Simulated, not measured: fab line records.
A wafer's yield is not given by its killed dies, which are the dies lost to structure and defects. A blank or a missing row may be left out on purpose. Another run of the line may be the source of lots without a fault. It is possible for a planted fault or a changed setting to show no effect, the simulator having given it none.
Matching of chambers -- flow sky130 -- rieDiel-02 running SKY_VIA3_ETCH_14: 4 sister chambers
The step etches BARC in N2/H2, stops on SiO2, time 45.9 s, target depth 60 nm. 14 wafers are shown with their chamber, then 7 later ones without.

## WAFERS PAIRED WITH THEIR CHAMBERS
wafer,chamber,drypumpMotorCurrentA (A),oesProductAu (a.u.),throttleValvePct (%)
L074.3,3,5.2,0.864,13.217
L074.5,0,6.2,0.858,13.214
L074.6,1,5.8,0.854,13.220
L077.1,2,5.8,0.860,13.225
L077.4,3,5.2,0.857,13.235
L077.6,3,5.2,0.859,13.235
L079.1,0,6.3,0.845,13.218
L079.3,1,5.8,0.859,13.237
L079.6,2,5.9,0.853,13.226
L081.1,0,6.2,0.857,13.233
L081.4,3,5.2,0.858,13.238
L081.5,1,5.8,0.856,13.213
L083.1,0,6.2,0.857,13.218
L083.5,0,6.2,0.851,13.230

SIGNATURES, as means of the wafers listed above
reading,chamber 0,chamber 1,chamber 2,chamber 3,scatter within a chamber
drypumpMotorCurrentA,6.220,5.800,5.850,5.200,0.0361
oesProductAu,0.85360,0.85633,0.85650,0.85950,0.00435
throttleValvePct,13.22260,13.22333,13.22550,13.23125,0.00928
Rule: a wafer lies at a distance from a chamber equal to the root of the sum of squares, over the readings, of (its reading less the chamber's mean, divided by the reading's scatter). The wafer belongs to the nearest chamber; if the next one is less than 2 further off, it can't be placed. The scatter: the root of (the sum of the squares of (reading less its chamber's mean) over the shown wafers, divided by (wafers less chambers)).

## WAFERS MISSING THEIR CHAMBER
wafer,drypumpMotorCurrentA (A),oesProductAu (a.u.),throttleValvePct (%)
L083.6,5.8,0.852,13.221
L084.1,6.3,0.855,13.232
L084.3,5.9,0.851,13.234
L084.5,5.8,0.849,13.234
L094.1,6.3,0.856,13.219
L094.4,5.8,0.855,13.223
L094.6,5.2,0.852,13.221

## WHICH CHAMBER EACH ONE RAN IN
wafer,from the rows above,in truth
L083.6,can't be placed: 1 or 2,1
L084.1,0,0
L084.3,can't be placed: 2 or 1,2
L084.5,can't be placed: 1 or 2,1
L094.1,0,0
L094.4,can't be placed: 1 or 2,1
L094.6,3,3
Correctly placed: 3 of 7. Unplaceable from these rows: 4, with the true chamber sitting among the candidates in 4. Wrongly placed: 0.
